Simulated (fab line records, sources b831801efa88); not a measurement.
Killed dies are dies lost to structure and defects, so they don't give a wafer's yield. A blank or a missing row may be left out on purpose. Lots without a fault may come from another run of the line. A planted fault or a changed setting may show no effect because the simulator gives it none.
One fault seen from 2 desks | flow sky130 | each desk has only its own numbers; what lay behind them comes last

THE METROLOGY DESK
What the gauges read, lot by lot, whatever tool the lot ran on: means of the sampled wafers that have a number. A lot is out of limits, marked OUT, if its mean lies more than 4 standard deviations from the usual mean; the brackets give that distance.
Columns: A = CAPM_OVL at SKY_CAPM_OVL_MEAS_12, usual 0.0 nm
lot  | first seen here | A
L867 | day 37 17:52    | 0.3
L869 | day 38 11:52    | 0.2
L870 | day 39 02:46    | 1.0
L871 | day 39 10:26    | -1.0
L872 | day 39 15:06    | 0.1
L877 | day 40 23:54    | 2.9
L882 | day 42 07:04    | -1.2
L881 | day 42 08:28    | -0.6
L884 | day 43 05:25    | 0.5
L885 | day 43 10:47    | -0.1
L887 | day 43 18:55    | -0.9
L889 | day 44 08:25    | 1.6
L890 | day 44 12:57    | -0.2
This desk's finding: nothing out of limits on any of the 13 lots.

THE TOOL OWNER'S DESK: rie_diel-04
The tool's own readings at SKY_PAD_OPEN_ETCH_07 (etches the open film in CF4/O2, stops on AlCu, target depth 725 nm, time 161.1 s): means of the sampled wafers that have a number, for each lot that ran on this tool. A lot is out of limits, marked OUT, if its mean lies more than 4 standard deviations from the usual mean; the brackets give that distance.
Columns: A = drypump_motor_current_A at SKY_PAD_OPEN_ETCH_07, usual 5.5 A; B = oes_product_au at SKY_PAD_OPEN_ETCH_07, usual 0.978 a.u.; C = throttle_valve_pct at SKY_PAD_OPEN_ETCH_07, usual 5.965 %
lot  | first seen here | A   | B                | C
L867 | day 45 23:52    | 5.0 | 0.975            | 5.964
L870 | day 47 03:31    | 5.4 | 0.912 (-10) OUT  | 5.945
L871 | day 47 09:27    | 5.4 | 0.948 (-4.6) OUT | 5.953
L872 | day 47 12:01    | 5.4 | 0.912 (-10) OUT  | 5.947
L885 | day 50 10:06    | 5.4 | 0.987            | 5.965
L887 | day 50 15:06    | 5.0 | 0.974            | 5.964
This desk's finding: out of limits on L870, L871, L872; first on L870, day 47 03:31 (oes_product_au at SKY_PAD_OPEN_ETCH_07). In limits: L867, L885, L887.

PUT TOGETHER
The tool owner's desk could have raised an alarm at day 47 03:31, on L870, L871, L872.
The metrology desk saw nothing out of limits.
The metrology desk has L870, L871, L872 on record, within its limits.
Of the lots named, all ran SKY_PAD_OPEN_ETCH_07 on rie_diel-04.

WHAT THE SIMULATOR HAD PUT IN
Process parameter drift: rie_diel-04, from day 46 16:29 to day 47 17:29, at SKY_PAD_OPEN_ETCH_07. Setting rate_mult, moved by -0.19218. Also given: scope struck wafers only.
Lots struck among those shown: L870, L871, L872.
Hours from the fault's start to each desk's first reading out of limits: the tool owner's desk, 11.
